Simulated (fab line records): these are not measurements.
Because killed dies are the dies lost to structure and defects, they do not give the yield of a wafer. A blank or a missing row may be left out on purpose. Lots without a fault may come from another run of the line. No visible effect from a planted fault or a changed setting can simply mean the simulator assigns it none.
The tool behind it: which one?	flow gf180mcu	18 wafers from 6 lots sampled at 4 of the route's 602 steps

== WHAT THE GAUGES READ, wafer by wafer ==
GF_VT_IMPLANT_TW_MEAS_21.
lot	measured	on	VT_IMPLANT_2_TW
L681	day 6 14:04	film-metro-02	1230 1226 1220
L684	day 7 09:14	film-metro-02	1223 1224 1222
L686	day 7 22:38	film-metro-04	1193 1196 1199
L693	day 9 16:32	film-metro-02	1090 1093 1090
L695	day 10 07:27	film-metro-02	1082 1085 1092
L699	day 11 10:35	film-metro-03	1222 1220 1211

== WHAT TOOL EACH LOT RAN ON (gives the tool, then ch and the chambers of the sampled wafers, and finally the start) ==
lot	GF_LVPWELL_STRIP_10	GF_MVPSD_STRIP_10	GF_VT_IMPLANT_IMPLANT_19
L681	plasma-asher-02 ch 0,1, day 4 03:25	plasma-asher-04 ch 0,1, day 5 08:35	implanter-03 ch 0, day 6 13:50
L684	plasma-asher-02 ch 0,1, day 4 20:01	plasma-asher-01 ch 0,1, day 6 01:55	implanter-02 ch 0, day 7 08:59
L686	plasma-asher-02 ch 0,1, day 5 06:13	plasma-asher-03 ch 0,1, day 6 14:59	implanter-02 ch 0, day 7 22:25
L693	plasma-asher-03 ch 0, day 6 21:52	plasma-asher-04 ch 0,1, day 8 06:23	implanter-03 ch 0, day 9 16:17
L695	plasma-asher-03 ch 0,1, day 7 10:26	plasma-asher-04 ch 0,1, day 8 19:52	implanter-03 ch 0, day 10 07:15
L699	plasma-asher-02 ch 0, day 8 10:31	plasma-asher-04 ch 1, day 9 21:10	implanter-04 ch 0, day 11 10:21
- GF_LVPWELL_STRIP_10: strips in O2/N2.
- GF_MVPSD_STRIP_10: strips in O2/N2.
- GF_VT_IMPLANT_IMPLANT_19

== THE ANSWER, worked out from the rows above alone ==
Rule: usual is defined by the lots themselves. The widest of any qualifying gaps counts: lots, ordered by their means at a reading, are off when they make up no more than a third of the lots, leave a main group of 4 or more, and stand apart from it by 3 or more times the standard deviation of that group's means. The tables above print the reading to a certain number of digits; a main group whose means all agree to those digits is not used. Also off: a lot with no number at a reading for which 4 or more lots have one. Where the step has rows for the other lots, those lots are counted as sound.
Off: L693, L695, at GF_VT_IMPLANT_TW_MEAS_21 (VT_IMPLANT_2_TW). Main group: mean 1216, sd 12.
A tool fits if, at a process step before that reading, it ran every lot that is off, and no sound lot after the first of them. Those tools and the gauges at GF_VT_IMPLANT_TW_MEAS_21 are tried in the same way. Can't be told from this: 3 tools fit, plasma-asher-03 at GF_LVPWELL_STRIP_10, implanter-03 at GF_VT_IMPLANT_IMPLANT_19, film-metro-02 at GF_VT_IMPLANT_TW_MEAS_21.

== WHAT THE SIMULATOR HAD PUT IN ==
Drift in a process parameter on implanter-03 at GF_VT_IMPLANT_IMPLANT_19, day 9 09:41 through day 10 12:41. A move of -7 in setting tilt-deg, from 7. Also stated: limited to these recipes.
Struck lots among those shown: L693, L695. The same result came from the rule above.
